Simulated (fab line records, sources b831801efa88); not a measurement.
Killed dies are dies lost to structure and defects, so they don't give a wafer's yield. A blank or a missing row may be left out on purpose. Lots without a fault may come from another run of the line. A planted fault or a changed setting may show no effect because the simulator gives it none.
Chamber matching | flow sky130 | SKY_LI_CONTACT_ETCH_15 on rie_diel-04: 4 sister chambers
The step etches PSG in C4F8/O2/Ar, stops on Si, target depth 600 nm. 8 wafers are shown with their chamber, then 11 later ones without.

WAFERS WITH THEIR CHAMBER
wafer  | chamber | oes_product_au (a.u.)
L084.4 | 0       | 0.834
L086.5 | 1       | 0.840
L087.1 | 2       | 0.836
L087.2 | 0       | 0.834
L087.3 | 1       | 0.841
L087.5 | 3       | 0.841
L087.6 | 2       | 0.828
L088.1 | 3       | 0.840

WAFERS WITHOUT THEIR CHAMBER
wafer  | oes_product_au (a.u.)
L088.3 | 0.839
L088.4 | 0.839
L091.2 | 0.833
L091.4 | 0.840
L091.5 | 0.833
L094.1 | 0.835
L094.2 | 0.836
L094.6 | 0.841
L097.3 | 0.843
L097.4 | 0.828
L097.5 | 0.834

WHICH CHAMBER EACH WENT THROUGH
wafer  | from the rows above               | in truth
L088.3 | can't be placed: 1 or 3 or 0 or 2 | 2
L088.4 | can't be placed: 1 or 3 or 0 or 2 | 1
L091.2 | can't be placed: 0 or 2           | 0
L091.4 | can't be placed: 1 or 3 or 0      | 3
L091.5 | can't be placed: 0 or 2           | 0
L094.1 | can't be placed: 0 or 2 or 1 or 3 | 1
L094.2 | can't be placed: 0 or 2 or 1 or 3 | 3
L094.6 | can't be placed: 1 or 3           | 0
L097.3 | can't be placed: 1 or 3           | 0
L097.4 | can't be placed: 2 or 0           | 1
L097.5 | can't be placed: 0 or 2           | 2
Placed correctly: 0 of 11. Can't be placed from these rows: 11 (the true chamber is among the candidates in 8). Placed wrongly: 0.
How it was worked out, from the rows above alone: a wafer's distance from a chamber is the root of the sum, over the readings, of the square of ((its reading less the chamber's mean) divided by the reading's scatter). The wafer belongs to the nearest chamber; if the next one is less than 2 further off, it can't be placed. A chamber's mean is the mean of its shown wafers. The scatter: the root of (the sum of the squares of (reading less its chamber's mean) over the shown wafers, divided by (wafers less chambers)).
